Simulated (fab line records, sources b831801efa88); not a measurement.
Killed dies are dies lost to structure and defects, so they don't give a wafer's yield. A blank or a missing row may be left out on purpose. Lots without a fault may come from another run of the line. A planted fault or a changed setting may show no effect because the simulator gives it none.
fab line records | flow gf180mcu
record lots=5 wafers=15 last_day=34
route steps=602 shown V4@498 MIM@503
lots that met no fault: from a run of the same line without faults
start_h: hours from the record's first day to the start of the lot's first wafer shown | wait_h: hours since the lot's step before | " the same as in the row above | L1.1+2: a row that stands for several wafers | - no value, or no start given | * or withheld: withheld | < > ~ a bound
route shown NAME@n: a module of which the file shows steps, and the number in the route of the first | usual: mean/standard deviation of fault-free wafers | same: alike in all rows | chamber/n: place in a boat | sites: the reading at each site | _std_site: their standard deviation | _edge_site: outer sites' mean less inner sites' | radius_mm: how far each site lies from the wafer's centre | mask NAME#n: copy n | behind: the tool/chamber that last shaped the wafer | hold: why the lot was held/for how many hours/how that ended | device: the transistor (n, p or np) that didn't switch | end of line: the same wafers' tests at the end of the route | a step without rows: its recipe alone | killed: dies lost to structure and defects at the first sort, not the wafer's yield | map: a wafer's dies, x killed, . not, _ none there
set.NAME: the setting as run; set.NAME@STEP: as run at that earlier step | model.NAME: the simulator's own value behind a step, which no gauge read
lots at some steps of the route; a table a step, a row a wafer
services: from which hour (start_h, from the record's first day; less than 0 if before it) a tool's chamber was out of use, for how many hours, and why
## steps
# step GF_V4_SPUTTER_22
# recipe material=TiN target_thk_nm=10 chamber_pressure_pa=5 power_w=4000 time_s=40
# usual throttle_valve_pct=30.1/0.86
# columns lot.wafer tool chamber start_h wait_h throttle_valve_pct
L075.2 pvd_sputter-01 - 568.36 0.0 30.9
L075.3 " - " " 29.3
L075.4 " - " " 30.3
L076.1 pvd_sputter-01 - 580.42 0.0 29.5
L076.2 " - " " 30.5
L076.4 " - " " 30.9
L080.1 pvd_sputter-01 - 610.10 0.0 30.8
L080.5 " - " " 30.6
L080.6 " - " " 30.9
L087.3 pvd_sputter-01 - 664.46 0.0 30.9
L087.5 " - " " 31.2
L087.6 " - " " 30.9
L097.2 pvd_sputter-02 - 725.66 0.0 31.7
L097.3 " - " " 28.8
L097.4 " - " " 29.2
# step GF_V4_CVD_23
# recipe material=W target_thk_nm=350 time_s=104.9 temp_c=400 pressure_torr=40
# usual heater_power_w=842/71 susceptor_temp_C=400.08/0.26
# columns lot.wafer tool chamber start_h wait_h heater_power_w susceptor_temp_C
L075.2 cvd_w-01 1 568.40 0.0 821 399.98
L075.3 " 0 " " 853 399.77
L075.4 " 1 " " 827 400.24
L076.1 cvd_w-01 0 580.46 0.0 854 400.13
L076.2 " 1 " " 812 400.25
L076.4 " 0 " " 840 400.16
L080.1 cvd_w-02 1 610.14 0.0 988 400.07
L080.5 " 1 " " 1014 400.31
L080.6 " 0 " " 740 399.91
L087.3 cvd_w-02 0 664.54 0.1 724 399.78
L087.5 " 0 " " 728 399.74
L087.6 " 1 " " 1000 399.73
L097.2 cvd_w-01 0 725.70 0.0 872 399.75
L097.3 " 0 " " 869 400.01
L097.4 " 1 " " 812 400.04
# step GF_V4_RS_MEAS_24
# recipe thk_meas_gauge=four-point-probe reads=W_of_V4_CVD_23+TiN_of_V4_SPUTTER_22+Ti_of_V4_SPUTTER_21
# usual V4_W_RS=0.329/0.003
# columns lot.wafer tool chamber start_h wait_h V4_W_RS[ohm/sq]
L075.2 film_metro-02 - 568.53 0.1 0.327
L075.3 " - " " 0.325
L075.4 " - " " 0.325
L076.1 film_metro-01 - 580.57 0.1 0.325
L076.2 " - " " 0.326
L076.4 " - " " 0.322
L080.1 film_metro-03 - 610.25 0.1 0.333
L080.5 " - " " 0.331
L080.6 " - " " 0.331
L087.3 film_metro-02 - 664.65 0.1 0.327
L087.5 " - " " 0.328
L087.6 " - " " 0.329
L097.2 film_metro-03 - 725.83 0.1 0.326
L097.3 " - " " 0.327
L097.4 " - " " 0.330
# step GF_V4_THK_MEAS_25
# recipe thk_meas_gauge=xrf reads=W_of_V4_CVD_23
# usual V4_W_THK=351/4.4
# columns lot.wafer tool chamber start_h wait_h V4_W_THK[nm]
L075.2 film_metro-02 - 568.64 0.1 347
L075.3 " - " " 349
L075.4 " - " " 351
L076.1 film_metro-01 - 580.69 0.1 355
L076.2 " - " " 356
L076.4 " - " " 359
L080.1 film_metro-03 - 610.37 0.1 355
L080.5 " - " " 353
L080.6 " - " " 353
L087.3 film_metro-02 - 664.75 0.1 349
L087.5 " - " " 349
L087.6 " - " " 352
L097.2 film_metro-03 - 725.94 0.1 354
L097.3 " - " " 351
L097.4 " - " " 348
# step GF_V4_CMP_26
# recipe stop_on=SiO2 down_force_psi=3.5 platen_rpm=60 t_overpolish_s=15 target_thk_nm=0 pad_velocity_m_s=0.94248
# usual motor_current_A=11.1/1.5 overpolish_run_s=15.000/0.0088 time_to_endpoint_s=87/4.1
# columns lot.wafer tool chamber start_h wait_h motor_current_A overpolish_run_s time_to_endpoint_s
L075.3 cmp-01 1 568.69 0.0 9.6 14.995 93
L075.4 " 2 " " 12.3 15.011 90
L075.2 " 0 " " 9.6 15.004 90
L076.4 cmp-01 0 580.75 0.0 10.0 14.998 85
L076.1 " 2 " " 13.0 14.994 86
L076.2 " 3 " " 13.1 14.999 91
L080.1 cmp-02 1 610.56 0.2 10.3 14.999 79
L080.5 " 0 " " 10.2 14.998 85
L080.6 " 1 " " 11.1 14.997 81
L087.3 cmp-02 1 664.84 0.1 11.1 14.992 84
L087.5 " 0 " " 9.6 14.969 84
L087.6 " 1 " " 10.7 15.002 81
L097.4 cmp-01 1 725.99 0.0 9.7 15.000 82
L097.2 " 3 " " 13.3 15.012 88
L097.3 " 0 " " 10.1 15.001 88
# step GF_MIM_SPUTTER_00
# recipe material=Ti target_thk_nm=37.5 arriving_ion_energy_ev=80 substrate_temp_c=200 chamber_pressure_pa=2 power_w=4000 time_s=150
# usual throttle_valve_pct=30.0/0.68
# columns lot.wafer tool chamber start_h wait_h throttle_valve_pct
L075.2 pvd_sputter-04 - 568.99 0.1 29.6
L075.3 " - " " 30.5
L075.4 " - " " 30.5
L076.1 pvd_sputter-04 - 581.05 0.1 30.3
L076.2 " - " " 29.6
L076.4 " - " " 30.7
L080.1 pvd_sputter-03 - 610.81 0.2 30.4
L080.5 " - " " 29.4
L080.6 " - " " 31.0
L087.3 pvd_sputter-04 - 665.09 0.2 30.6
L087.5 " - " " 30.8
L087.6 " - " " 30.2
L097.2 pvd_sputter-04 - 726.29 0.1 30.6
L097.3 " - " " 29.8
L097.4 " - " " 29.9
# step GF_MIM_SPUTTER_01
# recipe material=TiN target_thk_nm=30 power_w=6500 time_s=25 chamber_pressure_pa=0.4
# usual throttle_valve_pct=30.1/0.68
# columns lot.wafer tool chamber start_h wait_h throttle_valve_pct
L075.2 pvd_sputter-04 - 569.09 0.1 29.3
L075.3 " - " " 30.4
L075.4 " - " " 30.4
L076.1 pvd_sputter-04 - 581.15 0.1 30.1
L076.2 " - " " 29.7
L076.4 " - " " 30.6
L080.1 pvd_sputter-03 - 610.91 0.1 30.4
L080.5 " - " " 29.2
L080.6 " - " " 30.8
L087.3 pvd_sputter-04 - 665.19 0.1 30.5
L087.5 " - " " 31.0
L087.6 " - " " 30.1
L097.2 pvd_sputter-04 - 726.39 0.1 30.5
L097.3 " - " " 29.7
L097.4 " - " " 29.9
# step GF_MIM_SPUTTER_02
# recipe material=AlCu target_thk_nm=450 power_w=10600 time_s=23.9 chamber_pressure_pa=0.4
# usual throttle_valve_pct=30.0/0.66
# columns lot.wafer tool chamber start_h wait_h throttle_valve_pct
L075.2 pvd_sputter-04 - 569.12 0.0 29.6
L075.3 " - " " 30.5
L075.4 " - " " 30.3
L076.1 pvd_sputter-04 - 581.18 0.0 30.1
L076.2 " - " " 29.7
L076.4 " - " " 30.4
L080.1 pvd_sputter-03 - 610.94 0.0 30.0
L080.5 " - " " 29.5
L080.6 " - " " 30.6
L087.3 pvd_sputter-04 - 665.22 0.0 30.8
L087.5 " - " " 30.7
L087.6 " - " " 30.1
L097.2 pvd_sputter-04 - 726.42 0.0 30.5
L097.3 " - " " 29.8
L097.4 " - " " 29.9
# step GF_MIM_SPUTTER_03
# recipe material=Ti target_thk_nm=10 substrate_temp_c=300 chamber_pressure_pa=0.3 power_w=3000 time_s=6.7
# usual throttle_valve_pct=30.1/0.65
# columns lot.wafer tool chamber start_h wait_h throttle_valve_pct
L075.2 pvd_sputter-04 - 569.15 0.0 29.8
L075.3 " - " " 31.0
L075.4 " - " " 30.3
L076.1 pvd_sputter-04 - 581.21 0.0 30.6
L076.2 " - " " 29.9
L076.4 " - " " 30.6
L080.1 pvd_sputter-03 - 610.97 0.0 30.6
L080.5 " - " " 29.2
L080.6 " - " " 30.9
L087.3 pvd_sputter-04 - 665.25 0.0 30.6
L087.5 " - " " 30.7
L087.6 " - " " 30.1
L097.2 pvd_sputter-04 - 726.45 0.0 30.5
L097.3 " - " " 29.7
L097.4 " - " " 29.9
# step GF_MIM_SPUTTER_04
# recipe material=TiN target_thk_nm=50 power_w=6500 time_s=41.7 chamber_pressure_pa=0.4
# usual throttle_valve_pct=30.1/0.68
# columns lot.wafer tool chamber start_h wait_h throttle_valve_pct
L075.2 pvd_sputter-04 - 569.17 0.0 29.8
L075.3 " - " " 30.7
L075.4 " - " " 30.0
L076.1 pvd_sputter-04 - 581.23 0.0 30.3
L076.2 " - " " 30.1
L076.4 " - " " 30.8
L080.1 pvd_sputter-03 - 610.99 0.0 30.4
L080.5 " - " " 29.7
L080.6 " - " " 30.8
L087.3 pvd_sputter-04 - 665.27 0.0 30.8
L087.5 " - " " 30.6
L087.6 " - " " 30.3
L097.2 pvd_sputter-04 - 726.47 0.0 30.8
L097.3 " - " " 29.8
L097.4 " - " " 30.3
# step GF_MIM_CVD_05
# recipe material=Si3N4 target_thk_nm=42 temp_max_c=400 temp_c=385 time_s=29.086 rf_w=450
# usual heater_power_w=671/88 susceptor_temp_C=385.02/0.2
# columns lot.wafer tool chamber start_h wait_h heater_power_w susceptor_temp_C
L075.2 pecvd-01 2 569.21 0.0 592 385.02
L075.3 " 1 " " 607 384.89
L075.4 " 2 " " 614 385.02
L076.1 pecvd-04 1 581.27 0.0 777 385.10
L076.2 " 2 " " 727 384.66
L076.4 " 0 " " 700 384.76
L080.1 pecvd-04 2 611.03 0.0 744 384.75
L080.5 " 1 " " 698 385.21
L080.6 " 0 " " 685 384.90
L087.3 pecvd-02 1 665.31 0.0 737 385.03
L087.5 " 2 " " 520 385.18
L087.6 " 1 " " 720 385.08
L097.2 pecvd-02 2 726.51 0.0 580 384.72
L097.3 " 1 " " 755 384.83
L097.4 " 1 " " 775 384.96
# step GF_MIM_THK_MEAS_06
# recipe reads=Si3N4_of_MIM_CVD_05
# usual MIM_CVD_05_THK=42.2/0.61
# columns lot.wafer tool chamber start_h wait_h MIM_CVD_05_THK[nm]
L075.2 film_metro-03 - 569.26 0.0 43.2
L075.3 " - " " 42.3
L075.4 " - " " 43.2
L076.1 film_metro-04 - 581.30 0.0 42.6
L076.2 " - " " 42.3
L076.4 " - " " 42.7
L080.1 film_metro-01 - 611.07 0.0 42.1
L080.5 " - " " 42.2
L080.6 " - " " 42.0
L087.3 film_metro-03 - 665.37 0.0 41.5
L087.5 " - " " 43.2
L087.6 " - " " 42.8
L097.2 film_metro-03 - 726.56 0.0 41.9
L097.3 " - " " 41.0
L097.4 " - " " 42.3
# step GF_MIM_SPUTTER_07
# recipe material=TiN target_thk_nm=60 power_w=6500 time_s=50 chamber_pressure_pa=0.4
# usual throttle_valve_pct=29.9/0.87
# columns lot.wafer tool chamber start_h wait_h throttle_valve_pct
L075.2 pvd_sputter-02 - 569.31 0.0 28.4
L075.3 " - " " 29.0
L075.4 " - " " 31.6
L076.1 pvd_sputter-02 - 581.36 0.1 29.4
L076.2 " - " " 31.6
L076.4 " - " " 28.9
L080.1 pvd_sputter-04 - 611.13 0.1 30.3
L080.5 " - " " 30.1
L080.6 " - " " 30.1
L087.3 pvd_sputter-02 - 665.41 0.0 29.7
L087.5 " - " " 31.4
L087.6 " - " " 29.2
L097.2 pvd_sputter-03 - 726.61 0.0 30.4
L097.3 " - " " 29.4
L097.4 " - " " 31.0
# step GF_MIM_SPUTTER_08
# recipe material=AlCu target_thk_nm=200 power_w=10600 time_s=10.6 chamber_pressure_pa=0.4
# usual throttle_valve_pct=30.0/0.87
# columns lot.wafer tool chamber start_h wait_h throttle_valve_pct
L075.2 pvd_sputter-02 - 569.35 0.0 28.9
L075.3 " - " " 28.8
L075.4 " - " " 31.7
L076.1 pvd_sputter-02 - 581.41 0.0 29.7
L076.2 " - " " 31.3
L076.4 " - " " 29.4
L080.1 pvd_sputter-04 - 611.17 0.0 30.3
L080.5 " - " " 30.3
L080.6 " - " " 29.9
L087.3 pvd_sputter-02 - 665.45 0.0 29.6
L087.5 " - " " 31.4
L087.6 " - " " 29.0
L097.2 pvd_sputter-03 - 726.65 0.0 30.3
L097.3 " - " " 29.4
L097.4 " - " " 31.0
# step GF_MIM_SPUTTER_09
# recipe material=TiN target_thk_nm=35 power_w=6500 time_s=29.2 chamber_pressure_pa=0.4
# usual throttle_valve_pct=29.9/0.87
# columns lot.wafer tool chamber start_h wait_h throttle_valve_pct
L075.2 pvd_sputter-02 - 569.37 0.0 28.7
L075.3 " - " " 29.0
L075.4 " - " " 31.3
L076.1 pvd_sputter-02 - 581.43 0.0 29.5
L076.2 " - " " 31.3
L076.4 " - " " 29.1
L080.1 pvd_sputter-04 - 611.19 0.0 30.3
L080.5 " - " " 30.3
L080.6 " - " " 30.1
L087.3 pvd_sputter-02 - 665.47 0.0 29.5
L087.5 " - " " 31.5
L087.6 " - " " 29.1
L097.2 pvd_sputter-03 - 726.67 0.0 30.3
L097.3 " - " " 29.5
L097.4 " - " " 30.8
# step GF_MIM_RS_MEAS_10
# recipe thk_meas_gauge=four-point-probe reads=TiN_of_MIM_SPUTTER_09+AlCu_of_MIM_SPUTTER_08+TiN_of_MIM_SPUTTER_07
# usual MIM_ALCU_RS=0.1612/0.0016
# columns lot.wafer tool chamber start_h wait_h MIM_ALCU_RS[ohm/sq]
L075.2 film_metro-01 - 569.43 0.0 0.1608
L075.3 " - " " 0.1601
L075.4 " - " " 0.1620
L076.1 film_metro-03 - 581.46 0.0 0.1614
L076.2 " - " " 0.1610
L076.4 " - " " 0.1593
L080.1 film_metro-04 - 611.23 0.0 0.1643
L080.5 " - " " 0.1640
L080.6 " - " " 0.1655
L087.3 film_metro-03 - 665.55 0.1 0.1597
L087.5 " - " " 0.1607
L087.6 " - " " 0.1609
L097.2 film_metro-01 - 726.73 0.0 0.1628
L097.3 " - " " 0.1616
L097.4 " - " " 0.1600
# step GF_MIM_THK_MEAS_11
# recipe thk_meas_gauge=xrf reads=AlCu_of_MIM_SPUTTER_08
# usual MIM_ALCU_THK=203.2/2.4
# columns lot.wafer tool chamber start_h wait_h MIM_ALCU_THK[nm]
L075.2 film_metro-01 - 569.54 0.1 201.4
L075.3 " - " " 202.3
L075.4 " - " " 200.1
L076.1 film_metro-03 - 581.58 0.1 202.3
L076.2 " - " " 202.6
L076.4 " - " " 205.1
L080.1 film_metro-04 - 611.35 0.1 201.1
L080.5 " - " " 202.0
L080.6 " - " " 200.8
L087.3 film_metro-03 - 665.65 0.1 202.7
L087.5 " - " " 202.4
L087.6 " - " " 202.9
L097.2 film_metro-01 - 726.84 0.1 199.8
L097.3 " - " " 202.1
L097.4 " - " " 202.2
# step GF_MIM_DEHYDRATE_12
# recipe temp_c=200 time_s=60
# columns lot.wafer tool chamber start_h wait_h
L075.2+3+4 litho_track-04 0 579.56 10.0
L076.1+2+4 litho_track-01 0 591.62 10.0
L080.1+5+6 litho_track-02 0 620.97 9.6
L087.3+5+6 litho_track-04 0 674.68 9.0
L097.2+3+4 litho_track-01 0 735.04 8.2
# step GF_MIM_HMDS_13
# recipe prime_time_s=60 prime_temp_c=120
# columns lot.wafer tool chamber start_h wait_h
L075.2+3+4 litho_track-04 0 579.71 0.1
L076.1+2+4 litho_track-01 0 591.77 0.1
L080.1+5+6 litho_track-02 0 621.12 0.1
L087.3+5+6 litho_track-04 0 674.83 0.1
L097.2+3+4 litho_track-01 0 735.19 0.1
# step GF_MIM_COAT_14
# recipe resist=NOVOLAK spin_rpm=3000 resist_thk_nm=1000
# usual spin_speed_rpm=3000.1/2.5
# columns lot.wafer tool chamber start_h wait_h spin_speed_rpm
L075.2 litho_track-04 0 579.86 0.1 2998.5
L075.3 " 0 " " 2999.5
L075.4 " 0 " " 2998.8
L076.1 litho_track-01 0 591.92 0.1 2999.8
L076.2 " 0 " " 3000.5
L076.4 " 0 " " 3003.3
L080.1 litho_track-02 0 621.27 0.1 2998.4
L080.5 " 0 " " 3002.5
L080.6 " 0 " " 2997.2
L087.3 litho_track-04 0 674.98 0.1 2999.6
L087.5 " 0 " " 3002.0
L087.6 " 0 " " 3004.1
L097.2 litho_track-01 0 735.34 0.1 3001.6
L097.3 " 0 " " 3001.8
L097.4 " 0 " " 2998.0
# step GF_MIM_SOFTBAKE_15
# recipe temp_c=90 time_s=60 resist=NOVOLAK
# columns lot.wafer tool chamber start_h wait_h
L075.2+3+4 litho_track-04 0 580.01 0.1
L076.1+2+4 litho_track-01 0 592.07 0.1
L080.1+5+6 litho_track-02 0 621.42 0.1
L087.3+5+6 litho_track-04 0 675.13 0.1
L097.2+3+4 litho_track-01 0 735.49 0.1
# step GF_MIM_EXPOSE_16
# recipe mask_id=FuseTop target_cd_nm=2000 na=0.6 source_shape=conventional sigma_outer=0.6 dose_mj=140
# columns lot.wafer tool chamber start_h wait_h mask
L075.2+3+4 iline_stepper-02 0 - - FuseTop#0
L076.1+2+4 iline_stepper-01 0 - - FuseTop#0
L080.1+5+6 iline_stepper-01 0 - - FuseTop#0
L087.3+5+6 iline_stepper-02 0 - - FuseTop#0
L097.2+3+4 iline_stepper-02 0 - - FuseTop#0
## services
# columns tool chamber start_h hours kind
iline_stepper-01 - 544.53 1.7 pm
iline_stepper-01 - 548.51 1.4 repair
cmp-02 - 558.85 7.6 repair
iline_stepper-01 - 566.02 4.4 pm
pvd_sputter-02 - 572.08 3.3 repair
cmp-01 - 575.56 2.0 repair
cmp-02 - 576.88 4.0 pm
pecvd-02 2 579.03 6.3 repair
cvd_w-02 - 579.13 0.5 repair
pvd_sputter-02 - 589.13 4.5 repair
pecvd-02 - 591.12 14.0 pm
pecvd-02 - 599.42 0.5 repair
pvd_sputter-04 - 599.92 4.5 repair
pvd_sputter-02 - 610.90 6.0 repair
cmp-02 - 614.46 3.8 pm
cmp-02 - 618.27 14.7 pm
iline_stepper-02 - 624.20 1.7 pm
pvd_sputter-03 - 634.79 1.3 repair
cmp-02 - 636.52 5.0 repair
pvd_sputter-01 - 676.22 92.4 repair
pvd_sputter-01 - 679.23 7.9 repair
cmp-01 - 693.28 0.9 repair
pvd_sputter-02 - 730.77 1.9 repair
cmp-01 - 734.44 4.0 pm
## key
fault none
